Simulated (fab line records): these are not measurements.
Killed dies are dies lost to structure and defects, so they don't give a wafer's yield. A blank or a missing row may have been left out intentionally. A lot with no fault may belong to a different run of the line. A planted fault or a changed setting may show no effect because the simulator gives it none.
2 desks looking at one fault -- flow sky130 -- what lay behind the numbers comes last; until then each desk has only its own

## DESK OF THE TOOL OWNER: implanter-02
The tool's own readings at SKY_GATE_OXIDE_IMPLANT_11, given as means over the sampled wafers that have a number, one for each lot that went through this tool. The brackets show how far a lot's mean lies from the usual mean; more than 4 standard deviations puts the lot out of limits, marked OUT.
Columns: A = dose ions cm2 at SKY_GATE_OXIDE_IMPLANT_11, usual 2.6002e+12
lot,first seen here,A
L712,day 13 20:13,2.6028e+12
L717,day 15 16:32,2.6010e+12
L728,day 20 09:51,2.7231e+12 (+51) OUT
L727,day 20 11:52,2.7227e+12 (+51) OUT
This desk's finding: out of limits on L727, L728; first on L728, day 20 09:51 (dose ions cm2 at SKY_GATE_OXIDE_IMPLANT_11). In limits: L712, L717.

## FROM THE METROLOGY DESK
Lot by lot, what the gauges showed, no matter which tool ran the lot: averages of those sampled wafers that carry a number. The brackets show how far a lot's mean lies from the usual mean; more than 4 standard deviations puts the lot out of limits, marked OUT.
Columns: A = FIELD_ISO_OXIDATION_01_THK at SKY_FIELD_ISO_THK_MEAS_23, usual 10.07 nm; B = FIELD_ISO_CVD_24_THK at SKY_FIELD_ISO_THK_MEAS_25, usual 595 nm; C = POLY_GATE_OVL at SKY_POLY_GATE_OVL_MEAS_14, usual 3 nm
lot,first seen here,A,B,C
L711,day 2 07:35,10.30,600,13
L712,day 2 12:00,10.10,607,0
L714,day 2 22:16,10.12,597,3
L715,day 3 04:52,10.13,610,-4
L717,day 3 12:59,10.20,591,-5
L718,day 3 20:25,10.23,594,0
L719,day 4 02:28,10.05,600,6
L723,day 4 23:22,10.33,607,4
L725,day 5 07:34,10.03,593,4
L728,day 6 02:59,10.01,594,0
L727,day 6 03:00,10.10,589,7
L731,day 6 15:39,10.12,609,5
L732,day 7 01:04,10.21,598,-4
L733,day 7 01:04,10.13,589,8
Finding of this desk: none of the 14 lots has anything out of limits.

## BROUGHT TOGETHER
The tool owner's desk could have raised an alarm at day 20 09:51, on L727, L728.
At the metrology desk, nothing out of limits was observed.
The metrology desk holds a record of L727, L728, inside its limits.
On implanter-02, each named lot ran SKY_GATE_OXIDE_IMPLANT_11.

## WHAT HAD BEEN PUT IN BY THE SIMULATOR
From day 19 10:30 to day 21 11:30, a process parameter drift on implanter-02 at SKY_GATE_OXIDE_IMPLANT_11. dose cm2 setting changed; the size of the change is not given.
Lots struck among those shown: L727, L728.
Hours from the fault's start to each desk's first reading out of limits: the tool owner's desk, 23.
